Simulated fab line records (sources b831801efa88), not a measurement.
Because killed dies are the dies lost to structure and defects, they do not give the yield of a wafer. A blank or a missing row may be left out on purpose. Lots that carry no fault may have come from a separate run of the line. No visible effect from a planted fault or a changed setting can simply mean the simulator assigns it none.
What tool caused it? ; flow sfq line ; 7 lots, 21 wafers sampled, at 1 step of a route of 325

WHAT THE GAUGES READ, wafer by wafer
SFQ_I4_OVL_MEAS_928.
lot;measured;on;I4_OVL (nm)
L690;day 53 07:27;overlay-01;-1 -2 -6
L692;day 53 22:13;overlay-02;0 5 2
L694;day 54 02:10;overlay-01;0 4 5
L697;day 56 00:01;overlay-02;-1 0 -1
L699;day 56 13:30;overlay-02;8 2 -5
L704;day 61 09:46;overlay-01;6 4 3
L709;day 63 10:30;overlay-01;-1 7 5

WHICH TOOL RAN EACH LOT (tool, then ch and the chambers of the sampled wafers, then the start)
The record holds no process step before these readings.

THE ANSWER, worked out from the rows above alone
Rule: what is usual is taken from the lots themselves. The widest of any qualifying gaps counts: lots, ordered by their means at a reading, are off when they make up no more than a third of the lots, leave a main group of 4 or more, and stand apart from it by 3 or more times the standard deviation of that group's means. A main group whose means are all the same, to the digits that the tables above print for the reading, isn't used. Also off: a lot with no number at a reading for which 4 or more lots have one. All remaining lots with rows at the step are treated as sound.
No lot is off at any reading shown: from this, nothing can be told.

WHAT THE SIMULATOR HAD INSERTED
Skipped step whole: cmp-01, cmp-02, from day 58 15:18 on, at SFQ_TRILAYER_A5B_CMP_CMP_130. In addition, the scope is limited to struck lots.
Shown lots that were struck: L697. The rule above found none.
